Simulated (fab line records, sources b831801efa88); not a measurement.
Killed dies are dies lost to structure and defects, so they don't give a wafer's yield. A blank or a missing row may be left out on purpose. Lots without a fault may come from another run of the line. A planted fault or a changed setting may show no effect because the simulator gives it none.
fab line records | flow gf180mcu
record lots=24 wafers=72 last_day=34
route steps=602 shown CONTACT@290 MIM@508 M5@534 V5@562 PASSIVATION@601
lots that met no fault: from a run of the same line without faults
start_h: hours from the record's first day to the start of the lot's first wafer shown | wait_h: hours since the lot's step before | " the same as in the row above | L1.1+2: a row that stands for several wafers | - no value, or no start given | * or withheld: withheld | < > ~ a bound
route shown NAME@n: a module of which the file shows steps, and the number in the route of the first | usual: mean/standard deviation of fault-free wafers | same: alike in all rows | chamber/n: place in a boat | sites: the reading at each site | _std_site: their standard deviation | _edge_site: outer sites' mean less inner sites' | radius_mm: how far each site lies from the wafer's centre | mask NAME#n: copy n | behind: the tool/chamber that last shaped the wafer | hold: why the lot was held/for how many hours/how that ended | device: the transistor (n, p or np) that didn't switch | end of line: the same wafers' tests at the end of the route | a step without rows: its recipe alone | killed: dies lost to structure and defects at the first sort, not the wafer's yield | map: a wafer's dies, x killed, . not, _ none there
set.NAME: the setting as run; set.NAME@STEP: as run at that earlier step | model.NAME: the simulator's own value behind a step, which no gauge read
steps of the route over a sample of lots; a table a step, a row a wafer
services: from which hour (start_h, from the record's first day; less than 0 if before it) a tool's chamber was out of use, for how many hours, and why
## steps
# step GF_CONTACT_THK_MEAS_03
# recipe reads=SiO2_of_CONTACT_CVD_02
# usual CONTACT_CVD_02_THK=858/12
# columns lot.wafer tool chamber start_h wait_h CONTACT_CVD_02_THK[nm]
L074.2 film_metro-01 - 342.62 0.0 848
L074.3 " - " " 842
L074.6 " - " " 850
L075.1 film_metro-04 - 347.30 0.0 859
L075.5 " - " " 893
L075.6 " - " " 873
L076.4 film_metro-02 - 362.67 0.0 865
L076.5 " - " " 868
L076.6 " - " " 859
L077.1 film_metro-04 - 370.10 0.0 861
L077.3 " - " " 838
L077.5 " - " " 865
L079.1 film_metro-01 - 381.54 0.0 860
L079.2 " - " " 849
L079.3 " - " " 853
L078.2 film_metro-01 - 385.53 0.0 836
L078.5 " - " " 872
L078.6 " - " " 847
L080.2 film_metro-01 - 391.65 0.0 848
L080.4 " - " " 855
L080.5 " - " " 884
L081.2 film_metro-04 - 400.65 0.0 853
L081.3 " - " " 851
L081.4 " - " " 883
L082.2 film_metro-02 - 413.00 0.0 836
L082.5 " - " " 863
L082.6 " - " " 884
L083.1 film_metro-04 - 419.80 0.0 839
L083.3 " - " " 847
L083.6 " - " " 857
L084.2 film_metro-04 - 427.21 0.0 848
L084.3 " - " " 845
L084.4 " - " " 859
L085.1 film_metro-02 - 436.15 0.0 857
L085.2 " - " " 851
L085.6 " - " " 868
L086.1 film_metro-04 - 444.10 0.0 850
L086.3 " - " " 848
L086.6 " - " " 876
L087.1 film_metro-01 - 451.39 0.0 851
L087.2 " - " " 854
L087.6 " - " " 863
L088.2 film_metro-01 - 459.91 0.0 846
L088.5 " - " " 874
L088.6 " - " " 873
L089.3 film_metro-04 - 465.57 0.1 861
L089.4 " - " " 865
L089.6 " - " " 871
L090.2 film_metro-02 - 477.06 0.0 848
L090.3 " - " " 843
L090.4 " - " " 860
L091.1 film_metro-02 - 488.58 0.0 854
L091.4 " - " " 872
L091.6 " - " " 888
L092.1 film_metro-04 - 493.00 0.0 861
L092.3 " - " " 842
L092.6 " - " " 857
L093.2 film_metro-04 - 498.99 0.0 862
L093.5 " - " " 863
L093.6 " - " " 879
L094.2 film_metro-02 - 509.87 0.0 847
L094.3 " - " " 856
L094.6 " - " " 857
L095.2 film_metro-04 - 518.43 0.0 836
L095.3 " - " " 839
L095.4 " - " " 872
L096.3 film_metro-04 - 524.72 0.1 836
L096.4 " - " " 857
L096.5 " - " " 863
L097.1 film_metro-01 - 537.88 0.0 870
L097.3 " - " " 858
L097.4 " - " " 885
# step GF_MIM_CVD_05
# recipe material=Si3N4 target_thk_nm=42 temp_max_c=400 temp_c=385 time_s=29.086 rf_w=450
# usual heater_power_w=621/100
# columns lot.wafer tool chamber start_h wait_h heater_power_w
L074.2 pecvd-03 0 566.80 0.0 586
L074.3 " 2 " " 851
L074.6 " 1 " " 802
L075.1 pecvd-04 2 571.32 0.0 525
L075.5 " 2 " " 517
L075.6 " 0 " " 536
L076.4 pecvd-01 0 589.07 0.0 648
L076.5 " 1 " " 637
L076.6 " 2 " " 569
L077.1 pecvd-04 1 594.21 0.0 666
L077.3 " 0 " " 539
L077.5 " 0 " " 563
L079.1 pecvd-03 1 604.79 0.0 771
L079.2 " 2 " " 785
L079.3 " 0 " " 632
L078.2 pecvd-04 0 609.11 0.0 464
L078.5 " 0 " " 474
L078.6 " 1 " " 626
L080.2 pecvd-04 1 615.31 0.0 560
L080.4 " 2 " " 596
L080.5 " 1 " " 556
L081.2 pecvd-04 1 622.56 0.0 671
L081.3 " 2 " " 555
L081.4 " 1 " " 681
L082.2 pecvd-03 0 633.59 0.0 539
L082.5 " 0 " " 537
L082.6 " 1 " " 794
L083.1 pecvd-04 1 639.56 0.0 682
L083.3 " 0 " " 498
L083.6 " 1 " " 677
L084.2 pecvd-03 0 645.94 0.0 592
L084.3 " 2 " " 843
L084.4 " 0 " " 578
L085.1 pecvd-01 1 652.61 0.0 650
L085.2 " 2 " " 522
L085.6 " 0 " " 570
L086.1 pecvd-04 2 659.89 0.0 567
L086.3 " 1 " " 665
L086.6 " 0 " " 521
L087.1 pecvd-01 1 665.64 0.0 577
L087.2 " 2 " " 598
L087.6 " 1 " " 584
L088.2 pecvd-01 0 670.34 0.0 686
L088.5 " 2 " " 508
L088.6 " 0 " " 539
L089.3 pecvd-03 0 676.30 0.0 560
L089.4 " 1 " " 732
L089.6 " 0 " " 568
L090.2 pecvd-04 2 686.06 0.0 526
L090.3 " 0 " " 496
L090.4 " 0 " " 516
L091.1 pecvd-04 1 692.34 0.0 675
L091.4 " 1 " " 683
L091.6 " 2 " " 586
L092.1 pecvd-01 2 699.40 0.0 531
L092.3 " 1 " " 563
L092.6 " 1 " " 566
L093.2 pecvd-03 2 704.66 0.0 789
L093.5 " 2 " " 813
L093.6 " 1 " " 795
L094.2 pecvd-04 2 709.49 0.0 519
L094.3 " 0 " " 526
L094.6 " 2 " " 533
L095.2 pecvd-04 2 718.91 0.0 579
L095.3 " 1 " " 646
L095.4 " 2 " " 594
L096.3 pecvd-03 2 723.31 0.0 819
L096.4 " 0 " " 583
L096.5 " 1 " " 726
L097.1 pecvd-04 0 731.61 0.0 506
L097.3 " 2 " " 592
L097.4 " 0 " " 519
# step GF_MIM_STRIP_20
# recipe chemistry=O2/N2 power_w=1400 pressure_mtorr=1500 platen_temp_c=250 o2_flow_sccm=3000 n2_flow_sccm=300 overash_fraction=0.5
# usual drypump_motor_current_A=5.6/0.33 heater_power_w=308/34 oes_product_au=0.692/0.0052 strip_time_to_endpoint_s=11.23/0.054
# columns lot.wafer tool chamber start_h wait_h drypump_motor_current_A heater_power_w oes_product_au rf_hours_counter_h strip_time_to_endpoint_s
L074.2 plasma_asher-04 1 588.28 0.0 5.3 309 0.686 50 11.10
L074.3 " 0 " " 5.5 276 0.692 - 11.21
L074.6 " 1 " " 5.3 308 0.692 - 11.25
L075.1 plasma_asher-01 0 592.85 0.0 5.8 390 0.689 102 11.32
L075.5 " 1 " " 6.2 288 0.704 - 11.31
L075.6 " 0 " " 5.7 380 0.698 - 11.34
L076.4 plasma_asher-04 1 610.04 0.1 5.3 307 0.689 - 11.23
L076.5 " 1 " " 5.3 306 0.688 - 11.17
L076.6 " 0 " " 5.5 287 0.700 - 11.33
L077.1 plasma_asher-03 0 615.18 0.0 5.2 294 0.692 18 11.30
L077.3 " 0 " " 5.2 289 0.697 - 11.28
L077.5 " 0 " " 5.2 297 0.697 - 11.32
L079.1 plasma_asher-04 0 625.06 0.0 5.5 292 0.694 55 11.25
L079.2 " 1 " " 5.3 316 0.695 55 11.28
L079.3 " 1 " " 5.3 312 0.701 - 11.28
L078.2 plasma_asher-04 1 628.95 0.0 5.3 305 0.692 56 11.19
L078.5 " 0 " " 5.5 280 0.697 - 11.24
L078.6 " 1 " " 5.3 309 0.685 - 11.28
L080.2 plasma_asher-04 1 635.55 0.0 5.3 312 0.696 56 11.26
L080.4 " 1 " " 5.3 309 0.690 - 11.26
L080.5 " 1 " " 5.3 317 0.697 - 11.30
L081.2 plasma_asher-03 1 642.88 0.0 5.8 290 0.686 22 11.23
L081.3 " 0 " " 5.2 295 0.697 - 11.23
L081.4 " 1 " " 5.8 290 0.700 - 11.29
L082.2 plasma_asher-04 1 653.68 0.0 5.3 316 0.692 58 11.23
L082.5 " 1 " " 5.3 316 0.685 - 11.23
L082.6 " 0 " " 5.5 284 0.691 - 11.21
L083.1 plasma_asher-01 1 659.31 0.0 6.2 287 0.696 106 11.20
L083.3 " 0 " " 5.7 392 0.685 - 11.22
L083.6 " 0 " " 5.7 383 0.691 - 11.25
L084.2 plasma_asher-04 0 664.91 0.0 5.5 286 0.697 59 11.29
L084.3 " 0 " " 5.5 283 0.697 - 11.28
L084.4 " 1 " " 5.3 305 0.690 - 11.26
L085.1 plasma_asher-01 0 671.90 0.0 5.7 392 0.694 107 11.30
L085.2 " 1 " " 6.2 284 0.704 107 11.24
L085.6 " 0 " " 5.7 391 0.693 - 11.25
L086.1 plasma_asher-01 1 679.13 0.0 6.2 282 0.687 108 11.28
L086.3 " 0 " " 5.8 385 0.693 - 11.30
L086.6 " 1 " " 6.2 291 0.683 - 11.17
L087.1 plasma_asher-03 0 684.36 0.0 5.3 302 0.692 26 11.20
L087.2 " 1 " " 5.9 300 0.688 26 11.22
L087.6 " 1 " " 5.9 301 0.701 - 11.23
L088.2 plasma_asher-04 1 688.93 0.0 5.3 311 0.696 61 11.26
L088.5 " 1 " " 5.3 315 0.691 - 11.28
L088.6 " 0 " " 5.5 288 0.690 - 11.27
L089.3 plasma_asher-03 0 695.11 0.1 5.2 295 0.693 - 11.09
L089.4 " 1 " " 5.8 289 0.683 - 11.17
L089.6 " 0 " " 5.2 290 0.697 - 11.16
L090.2 plasma_asher-03 1 705.46 0.0 5.9 288 0.687 29 11.23
L090.3 " 0 " " 5.2 297 0.691 - 11.17
L090.4 " 1 " " 5.8 293 0.677 - 11.21
L091.1 plasma_asher-01 1 710.81 0.0 6.2 286 0.687 111 11.20
L091.4 " 1 " " 6.2 295 0.695 - 11.26
L091.6 " 1 " " 6.2 284 0.693 - 11.30
L092.1 plasma_asher-01 0 717.56 0.0 5.7 392 0.695 112 11.28
L092.3 " 0 " " 5.7 390 0.697 - 11.24
L092.6 " 1 " " 6.2 286 0.695 - 11.30
L093.2 plasma_asher-04 0 722.84 0.0 5.5 286 0.686 65 11.23
L093.5 " 0 " " 5.5 280 0.687 - 11.24
L093.6 " 1 " " 5.3 314 0.689 - 11.22
L094.2 plasma_asher-03 0 727.43 0.0 5.2 293 0.686 31 11.22
L094.3 " 1 " " 5.9 294 0.694 - 11.17
L094.6 " 0 " " 5.2 293 0.695 - 11.16
L095.2 plasma_asher-03 0 736.58 0.1 5.2 285 0.694 32 11.19
L095.3 " 1 " " 5.8 288 0.689 - 11.24
L095.4 " 0 " " 5.2 294 0.701 - 11.25
L096.3 plasma_asher-01 0 742.98 2.4 5.8 384 0.691 - 11.18
L096.4 " 1 " " 6.2 298 0.690 - 11.22
L096.5 " 0 " " 5.7 386 0.692 - 11.16
L097.1 plasma_asher-04 1 748.81 0.0 5.3 308 0.697 66 11.20
L097.3 " 0 " " 5.5 290 0.689 - 11.18
L097.4 " 1 " " 5.3 316 0.687 - 11.19
# step GF_M5_OVL_MEAS_08
# usual M5_OVL=1/5.3
# columns lot.wafer tool chamber start_h wait_h M5_OVL[nm]
L074.2 overlay-02 - 609.83 0.1 -7
L074.3 " - " " 0
L074.6 " - " " -6
L075.1 overlay-01 - 614.61 0.1 -2
L075.5 " - " " 5
L075.6 " - " " 9
L076.4 overlay-02 - 630.09 0.1 3
L076.5 " - " " 2
L076.6 " - " " 2
L077.1 overlay-02 - 635.78 0.1 -1
L077.3 " - " " 1
L077.5 " - " " 0
L079.1 overlay-01 - 645.08 0.1 4
L079.2 " - " " 8
L079.3 " - " " 15
L078.2 overlay-01 - 649.18 0.1 -4
L078.5 " - " " 1
L078.6 " - " " -2
L080.2 overlay-02 - 655.53 0.1 1
L080.4 " - " " 8
L080.5 " - " " 0
L081.2 overlay-02 - 663.03 0.1 -2
L081.3 " - " " 2
L081.4 " - " " -8
L082.2 overlay-02 - 673.01 0.1 -4
L082.5 " - " " -9
L082.6 " - " " -8
L083.1 overlay-01 - 678.83 0.1 3
L083.3 " - " " -2
L083.6 " - " " -6
L084.2 overlay-01 - 684.23 0.1 3
L084.3 " - " " 4
L084.4 " - " " 3
L085.1 overlay-01 - 691.33 0.1 -12
L085.2 " - " " -10
L085.6 " - " " 2
L086.1 overlay-01 - 698.48 0.1 -2
L086.3 " - " " -5
L086.6 " - " " -4
L087.1 overlay-01 - 703.38 0.1 6
L087.2 " - " " 4
L087.6 " - " " 9
L088.2 overlay-01 - 708.08 0.1 3
L088.5 " - " " 6
L088.6 " - " " 0
L089.3 overlay-01 - 713.39 0.1 3
L089.4 " - " " 4
L089.6 " - " " 6
L090.2 overlay-01 - 723.71 0.1 -7
L090.3 " - " " 6
L090.4 " - " " -5
L091.1 overlay-02 - 728.36 0.1 -6
L091.4 " - " " -5
L091.6 " - " " -2
L092.1 overlay-01 - 736.31 0.1 8
L092.3 " - " " 13
L092.6 " - " " 5
L093.2 overlay-02 - 740.21 0.1 -1
L093.5 " - " " -3
L093.6 " - " " -2
L094.2 overlay-01 - 744.81 0.1 4
L094.3 " - " " 5
L094.6 " - " " 4
L095.2 overlay-01 - 753.32 0.1 4
L095.3 " - " " 3
L095.4 " - " " 10
L096.3 overlay-02 - 760.17 0.1 3
L096.4 " - " " 3
L096.5 " - " " 0
L097.1 overlay-02 - 765.57 0.1 1
L097.3 " - " " -4
L097.4 " - " " 2
# step GF_V5_SPUTTER_22
# recipe material=TiN target_thk_nm=10 chamber_pressure_pa=5 power_w=4000 time_s=40
# usual throttle_valve_pct=30.3/1.2
# columns lot.wafer tool chamber start_h wait_h throttle_valve_pct
L074.2 pvd_sputter-02 - 632.09 0.0 30.1
L074.3 " - " " 29.1
L074.6 " - " " 29.0
L075.1 pvd_sputter-02 - 637.79 0.0 29.1
L075.5 " - " " 30.1
L075.6 " - " " 29.2
L076.4 pvd_sputter-03 - 651.69 0.0 29.9
L076.5 " - " " 30.9
L076.6 " - " " 30.8
L077.1 pvd_sputter-03 - 657.72 0.0 31.2
L077.3 " - " " 30.3
L077.5 " - " " 30.3
L079.1 pvd_sputter-04 - 666.82 0.0 32.2
L079.2 " - " " 29.5
L079.3 " - " " 31.1
L078.2 pvd_sputter-02 - 671.01 0.0 29.3
L078.5 " - " " 31.2
L078.6 " - " " 29.1
L080.2 pvd_sputter-04 - 677.07 0.0 31.2
L080.4 " - " " 29.2
L080.5 " - " " 29.8
L081.2 pvd_sputter-04 - 684.70 0.0 32.2
L081.3 " - " " 29.5
L081.4 " - " " 31.6
L082.2 pvd_sputter-04 - 694.51 0.0 28.0
L082.5 " - " " 28.3
L082.6 " - " " 32.3
L083.1 pvd_sputter-04 - 700.76 0.0 31.2
L083.3 " - " " 29.4
L083.6 " - " " 32.4
L084.2 pvd_sputter-03 - 705.46 0.0 30.3
L084.3 " - " " 30.9
L084.4 " - " " 30.0
L085.1 pvd_sputter-03 - 712.27 0.0 30.6
L085.2 " - " " 30.9
L085.6 " - " " 29.8
L086.1 pvd_sputter-03 - 718.71 0.0 30.0
L086.3 " - " " 30.9
L086.6 " - " " 31.1
L087.1 pvd_sputter-02 - 723.46 0.0 31.5
L087.2 " - " " 29.1
L087.6 " - " " 30.2
L088.2 pvd_sputter-04 - 727.88 0.0 29.6
L088.5 " - " " 32.0
L088.6 " - " " 29.3
L089.3 pvd_sputter-04 - 732.76 0.0 28.1
L089.4 " - " " 32.5
L089.6 " - " " 32.6
L090.2 pvd_sputter-04 - 744.37 0.0 27.9
L090.3 " - " " 31.3
L090.4 " - " " 29.6
L091.1 pvd_sputter-04 - 746.89 0.0 29.4
L091.4 " - " " 31.3
L091.6 " - " " 29.8
L092.1 pvd_sputter-04 - 754.82 0.0 29.5
L092.3 " - " " 27.8
L092.6 " - " " 29.3
L093.2 pvd_sputter-04 - 759.38 0.0 32.3
L093.5 " - " " 29.5
L093.6 " - " " 31.2
L094.2 pvd_sputter-03 - 762.77 0.0 30.3
L094.3 " - " " 30.0
L094.6 " - " " 29.8
L095.2 pvd_sputter-02 - 771.57 0.0 30.3
L095.3 " - " " 29.2
L095.4 " - " " 31.2
L096.3 pvd_sputter-02 - 777.77 0.0 28.8
L096.4 " - " " 31.0
L096.5 " - " " 31.1
L097.1 pvd_sputter-03 - 783.74 0.0 30.9
L097.3 " - " " 30.1
L097.4 " - " " 30.9
# step GF_PASSIVATION_BOW_MEAS_14
# recipe mode=bow
# usual PASSIVATION_BOW=138/9.6
# columns lot.wafer tool chamber start_h wait_h PASSIVATION_BOW[um]
L074.2 film_metro-01 - 675.10 0.0 137
L074.3 " - " " 133
L074.6 " - " " 129
L075.1 film_metro-01 - 680.70 0.0 153
L075.5 " - " " 148
L075.6 " - " " 151
L076.4 film_metro-04 - 693.75 0.1 142
L076.5 " - " " 136
L076.6 " - " " 139
L077.1 film_metro-02 - 699.38 0.0 131
L077.3 " - " " 153
L077.5 " - " " 139
L079.1 film_metro-04 - 708.46 0.0 133
L079.2 " - " " 134
L079.3 " - " " 139
L078.2 film_metro-01 - 712.00 0.0 139
L078.5 " - " " 132
L078.6 " - " " 135
L080.2 film_metro-01 - 717.40 0.0 132
L080.4 " - " " 136
L080.5 " - " " 130
L081.2 film_metro-02 - 725.10 0.0 126
L081.3 " - " " 132
L081.4 " - " " 132
L082.2 film_metro-04 - 733.36 0.0 145
L082.5 " - " " 142
L082.6 " - " " 152
L083.1 film_metro-04 - 740.56 0.0 145
L083.3 " - " " 151
L083.6 " - " " 144
L084.2 film_metro-04 - 745.17 0.0 139
L084.3 " - " " 143
L084.4 " - " " 152
L085.1 film_metro-02 - 750.86 0.0 139
L085.2 " - " " 158
L085.6 " - " " 148
L086.1 film_metro-01 - 755.37 0.0 137
L086.3 " - " " 141
L086.6 " - " " 132
L087.1 film_metro-02 - 760.96 0.0 142
L087.2 " - " " 141
L087.6 " - " " 132
L088.2 film_metro-04 - 765.66 0.0 113
L088.5 " - " " 111
L088.6 " - " " 128
L089.3 film_metro-04 - 768.71 0.0 144
L089.4 " - " " 137
L089.6 " - " " 137
L090.2 film_metro-04 - 780.24 0.0 135
L090.3 " - " " 141
L090.4 " - " " 141
L091.1 film_metro-04 - 783.38 0.0 142
L091.4 " - " " 129
L091.6 " - " " 140
L092.1 film_metro-02 - 790.34 0.0 121
L092.3 " - " " 133
L092.6 " - " " 137
L093.2 film_metro-01 - 794.63 0.0 124
L093.5 " - " " 131
L093.6 " - " " 129
L094.2 film_metro-02 - 797.56 0.0 137
L094.3 " - " " 140
L094.6 " - " " 138
L095.2 film_metro-02 - 805.78 0.0 156
L095.3 " - " " 139
L095.4 " - " " 146
L096.3 film_metro-01 - 811.30 0.0 128
L096.4 " - " " 126
L096.5 " - " " 136
L097.1 film_metro-01 - 816.82 0.0 156
L097.3 " - " " 148
L097.4 " - " " 162
## services
# columns tool chamber start_h hours kind
plasma_asher-03 - 544.51 5.7 repair
pvd_sputter-04 - 559.59 5.6 repair
plasma_asher-04 - 560.22 3.4 repair
pecvd-01 - 568.68 0.3 repair
plasma_asher-01 - 599.31 29.1 pm
pecvd-03 - 647.77 24.0 repair
pecvd-03 - 648.49 0.8 repair
pvd_sputter-03 - 668.18 1.5 repair
plasma_asher-04 - 684.71 2.4 repair
pecvd-03 - 688.50 2.8 pm
pvd_sputter-02 - 690.67 2.6 repair
pecvd-03 0 704.05 5.6 repair
pvd_sputter-04 - 710.24 6.1 repair
plasma_asher-04 - 727.10 1.7 repair
pecvd-03 - 730.92 0.6 repair
plasma_asher-04 - 731.64 14.6 pm
plasma_asher-01 - 733.75 9.0 pm
pvd_sputter-03 - 736.90 12.9 repair
plasma_asher-03 - 739.91 48.7 repair
pecvd-04 2 740.71 12.8 repair
pvd_sputter-02 - 743.81 5.6 repair
pvd_sputter-02 - 747.30 6.0 repair
pvd_sputter-04 - 755.56 0.8 repair
pvd_sputter-02 - 759.79 1.9 repair
## key
fault none
